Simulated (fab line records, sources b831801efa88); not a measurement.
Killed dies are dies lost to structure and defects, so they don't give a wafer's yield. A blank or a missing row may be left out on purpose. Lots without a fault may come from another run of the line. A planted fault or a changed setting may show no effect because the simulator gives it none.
A struck lot beside a sound one | flow sky130 | 17 steps out of a route of 708
Sound: wafers L363.1, L363.4, L363.5. Struck: wafers L370.1, L370.4. (L370.3 of the same lot was not struck and is left out.) The cause comes at the end.
At each step with rows: each side's tool, then ch and its chambers, then its first start. Under that, the readings that differ: sound wafers | struck wafers | difference of the means | sigmas: that difference in standard deviations of wafers without a fault.
alike: readings whose means differ by less than 2 such deviations, and words and numbers that are the same on both sides. not compared: withheld readings, readings that some wafer has no value for, bounds like >300 that may hide the same value, and numbers for which the record gives no deviation and whose values overlap.
The two part at a step that has a row with sigmas, a row that says differs or no value, or rows on one side only. Numbers that don't overlap but have no deviation are shown without sigmas and don't part them. A reading that every wafer of one side lacks parts them only if that side has two wafers or more.

first, 2 steps without rows for these wafers: SKY_LOCAL_INTERCONNECT_PEB_09; SKY_LOCAL_INTERCONNECT_DEVELOP_10 (develop time 60 s).
SKY_LOCAL_INTERCONNECT_CD_MEAS_11: target cd 170 nm.
  sound on cd_sem-01, day 32 07:19; struck on cd_sem-01, day 34 10:38
  alike: cd_nm
SKY_LOCAL_INTERCONNECT_OVL_MEAS_12:
  sound on overlay-01, day 32 07:26; struck on overlay-01, day 34 10:46
  alike: LOCAL_INTERCONNECT_OVL
SKY_LOCAL_INTERCONNECT_ETCH_13: etches BARC in N2/H2, stops on SiO2, time 45.9 s, target depth 60 nm.
  sound on rie_metal-02 ch 0, day 32 07:28; struck on rie_metal-01 ch 1, day 34 10:47
  reading                     | sound       | struck  | difference | sigmas
  drypump_motor_current_A (A) | 5.9 5.9 5.9 | 5.0 5.0 | -0.9       | -2
  alike: oes_product_au, throttle_valve_pct
  not compared: rf_hours_counter_h
SKY_LOCAL_INTERCONNECT_METAL_ETCH_14: etches TiN in Cl2/BCl3, stops on PSG, target depth 110 nm, time 31.4 s.
  sound on rie_metal-02 ch 0, day 32 07:32; struck on rie_metal-01 ch 1, day 34 10:52
  reading                     | sound       | struck  | difference | sigmas
  drypump_motor_current_A (A) | 5.9 6.0 5.9 | 5.0 5.0 | -0.9       | -2
  alike: oes_product_au, throttle_valve_pct
  not compared: rf_hours_counter_h
SKY_LOCAL_INTERCONNECT_STRIP_15: strips in O2/N2.
  sound on plasma_asher-04 ch 0,1, day 32 07:35; struck on plasma_asher-03 ch 0, day 34 10:55
  alike: drypump_motor_current_A, oes_product_au, strip_time_to_endpoint_s
  not compared: rf_hours_counter_h
then, 3 steps without rows for these wafers: SKY_LOCAL_INTERCONNECT_STRIP_16 (strips in post etch residue remover, time 1200 s); SKY_LOCAL_INTERCONNECT_CLEAN_17 (cleans in IPA, time 180 s); SKY_LOCAL_INTERCONNECT_CLEAN_18 (cleans in O3/DIW).
SKY_CONTACT_CVD_00: deposits Si3N4, target thk 75 nm.
  sound on pecvd-03 ch 0,2, day 32 08:11; struck on pecvd-02 ch 1,2, day 34 11:38
  alike: heater_power_w
SKY_CONTACT_THK_MEAS_01:
  sound on film_metro-02, day 32 08:13; struck on film_metro-02, day 34 11:40
  alike: CONTACT_CVD_00_THK
SKY_CONTACT_HDPCVD_02: deposits SiO2, target thk 565 nm, time 94.2 s.
  sound on hdpcvd-01 ch 0,2, day 32 08:16; struck on hdpcvd-02 ch 2, day 34 11:43
  reading                                     | sound           | struck      | difference | sigmas
  model.SiO2_of_CONTACT_HDPCVD_02.thk_nm (nm) | 562.7 562 563.7 | 403.7 400.8 | -160.6     |
SKY_CONTACT_THK_MEAS_03:
  sound on film_metro-04, day 32 08:20; struck on film_metro-04, day 34 11:47
  reading                 | sound       | struck  | difference | sigmas
  CONTACT_HDPCVD_THK (nm) | 563 562 564 | 404 401 | -160       | -25
SKY_CONTACT_CMP_04: polishes SiO2.
  sound on cmp-02 ch 1,2,3, day 32 08:30; struck on cmp-01 ch 0,1, day 34 11:51
  reading                | sound    | struck | difference | sigmas
  time_to_endpoint_s (s) | 81 78 82 | 21 20  | -60        | -16
  alike: motor_current_A, slurry_flow_ml_min
SKY_CONTACT_BOW_MEAS_05:
  sound on film_metro-02, day 32 08:42; struck on film_metro-02, day 34 12:09
  alike: CONTACT_BOW
-- the record jumps here: 15 days lie between the struck wafers' starts before and after (it left off in module CONTACT and takes up again in module PAD_OPEN, whose first step shown is number 708 of the route) --
SKY_PAD_OPEN_PROBE_99:
  sound on prober-02, day 47 13:08; struck on prober-01, day 49 04:14
  reading                               | sound                | struck        | difference | sigmas
  model.etest.met1_comb.leak_log10_a_um | -11.86 -12.08 -11.87 | -11.65 -11.48 | +0.37      |

WHERE THEY PART
First at SKY_LOCAL_INTERCONNECT_ETCH_13; last, within this record, at SKY_CONTACT_CMP_04. Later steps at which nothing parts them and some readings are alike: SKY_CONTACT_BOW_MEAS_05.

WHY: what the simulator had put in
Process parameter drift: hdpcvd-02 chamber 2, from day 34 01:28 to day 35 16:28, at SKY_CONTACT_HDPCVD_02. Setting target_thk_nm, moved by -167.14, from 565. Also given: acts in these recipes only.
